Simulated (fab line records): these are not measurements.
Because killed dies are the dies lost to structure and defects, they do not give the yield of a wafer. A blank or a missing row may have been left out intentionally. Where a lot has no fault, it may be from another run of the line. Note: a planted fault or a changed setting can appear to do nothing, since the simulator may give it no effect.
Chamber matching | flow sky130 | SKY_VIA1_CMP_02 on cmp-02: 4 sister chambers
The step polishes SiO2. 8 wafers are shown with their chamber, then 12 later ones without.

== EACH WAFER AND ITS CHAMBER ==
wafer  | chamber | motorCurrentA (A)
L082.2 | 3       | 11.4
L082.3 | 2       | 10.6
L085.1 | 2       | 10.4
L085.3 | 1       | 11.1
L085.4 | 0       | 12.6
L088.1 | 0       | 13.4
L088.3 | 1       | 10.5
L088.6 | 3       | 11.3

== WAFERS WITHOUT THEIR CHAMBER ==
wafer  | motorCurrentA (A)
L089.1 | 11.6
L089.3 | 12.0
L089.6 | 11.4
L091.3 | 13.2
L091.4 | 10.6
L091.5 | 10.6
L093.3 | 10.2
L093.4 | 11.1
L093.5 | 12.7
L095.1 | 12.6
L095.5 | 12.2
L095.6 | 11.3

== THE CHAMBER EACH PASSED THROUGH ==
wafer  | from the rows above          | in truth
L089.1 | can't be placed: 3 or 1      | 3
L089.3 | can't be placed: 3 or 0 or 1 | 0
L089.6 | can't be placed: 3 or 1      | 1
L091.3 | 0                            | 0
L091.4 | can't be placed: 2 or 1 or 3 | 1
L091.5 | can't be placed: 2 or 1 or 3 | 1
L093.3 | can't be placed: 2 or 1      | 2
L093.4 | can't be placed: 3 or 1 or 2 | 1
L093.5 | 0                            | 0
L095.1 | 0                            | 0
L095.5 | can't be placed: 0 or 3 or 1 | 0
L095.6 | can't be placed: 3 or 1      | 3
Correctly placed: 3 of 12. Not placeable from these rows: 9 (in 9, the candidates include the true chamber). Number placed wrongly: 0.
How it was worked out, from the rows above alone: a wafer's distance from a chamber is the root of the sum, over the readings, of the square of ((its reading less the chamber's mean) divided by the reading's scatter). If the next closest chamber is less than 2 further off than the closest, the wafer can't be placed; otherwise it belongs to the closest. For every chamber, the mean is computed from those of its wafers that are shown. How the scatter is found: for the shown wafers, subtract from each reading the mean of its chamber, square and add these, divide the total by (wafers less chambers), then take the root.
